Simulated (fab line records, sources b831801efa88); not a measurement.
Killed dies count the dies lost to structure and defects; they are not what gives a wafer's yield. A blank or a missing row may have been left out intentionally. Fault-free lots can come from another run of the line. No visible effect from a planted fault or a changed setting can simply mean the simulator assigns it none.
Problem report, 8D (eight disciplines) form, completed by code || flow sfq-line || the parts of the form that need people (team, actions taken, sign-off) are left out

1. THE ISSUE
Wafers without a fault read 2000.0 W, standard deviation 0.37; cathode-dc-power-W at SFQ_TRILAYER_M0_DEP_SPUTTER_019 reads a mean of 2083.6 W on 5 wafers belonging to 3 lots. That is +99 or more standard deviations from the usual mean.
The step: material Nb, target thk 200 nm, time 133.3 s.
Earliest sighting: wafer L879.1 on pvd-sputter-06 at day 12 10:32. The record holds 45 wafers of 15 lots with a number at this step. The rule behind "out" and "out of limits": a value lying over 4 standard deviations away from the usual mean. All remaining wafers that have a number are taken as sound.

2. WHAT IT IS; WHAT IT IS NOT
{"question": "which readings at this step", "is": "cathode-dc-power-W", "is not": "-"}
{"question": "which lots", "is": "L879, L880, L881", "is not": "L865, L867, L868, L872, L874, L875, L876, L877, L882, L886, L887, L888"}
{"question": "which wafers of those lots", "is": "L879.1, L879.4, L880.4, L881.4, L881.6", "is not": "L879.6, L880.2, L880.6, L881.5"}
{"question": "read on which tools", "is": "pvd-sputter-06", "is not": "pvd-sputter-03, pvd-sputter-05"}
{"question": "when", "is": "from day 12 10:32", "is not": "up to then (25 sound wafers); but 15 sound wafers of L880, L881, L882, L886, L887, L888 came after"}

3. SUSPECTS, AND WHAT RULES EACH OUT
Counting: if a tool at a process step up to the reading ran every lot that is out, it stays a suspect. Sound lots after the first of them don't rule it out here, since some wafers of a struck lot are sound.
- pvd-sputter-06 at SFQ_TRILAYER_M0_DEP_SPUTTER_019 (material Nb, target thk 200 nm, time 133.3 s): kept. It ran every lot that is out, first L879 (day 12 10:32); its last sound lot up to then is L877 (day 11 16:28). Out on those wafers are its own readings of cathode-dc-power-W.
Remaining after the count: pvd-sputter-06 at SFQ_TRILAYER_M0_DEP_SPUTTER_019.

4. THE CAUSE (what the simulator had put in)
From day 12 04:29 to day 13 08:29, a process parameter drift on pvd-sputter-06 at SFQ_TRILAYER_M0_DEP_SPUTTER_019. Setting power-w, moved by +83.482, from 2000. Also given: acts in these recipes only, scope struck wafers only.
After counting, this tool was the only one left.

5. SEQUENCE OF EFFECTS, ordered by route
Each row: a reading whose mean over the struck wafers that have a number lies more than 3 standard deviations from the usual. Readings are gone through only where the record gives a usual standard deviation; hours: the median, over the lots, of the time from a lot's start at the first step in this table giving one to that lot's start at this step; sigmas: the change measured in usual standard deviations.
{"hours": 0, "step": "SFQ_TRILAYER_M0_DEP_SPUTTER_019", "reading": "cathode-dc-power-W", "usual": "2000.0 W", "on struck wafers": 2083.6, "change": "+83.6", "sigmas": "+99 or more"}
{"hours": 0, "step": "SFQ_M0_RS_MEAS_904", "reading": "M0_NB_RS", "usual": "0.889 ohm/sq", "on struck wafers": 0.861, "change": -0.028, "sigmas": -3.2}
The process steps in it:
- SFQ_TRILAYER_M0_DEP_SPUTTER_019: material Nb, target thk 200 nm, time 133.3 s.

6. WHAT WOULD HAVE CAUGHT IT SOONER
The fault began at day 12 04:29; the first out-of-limits reading in this record came at day 12 10:32, 6 hours later.
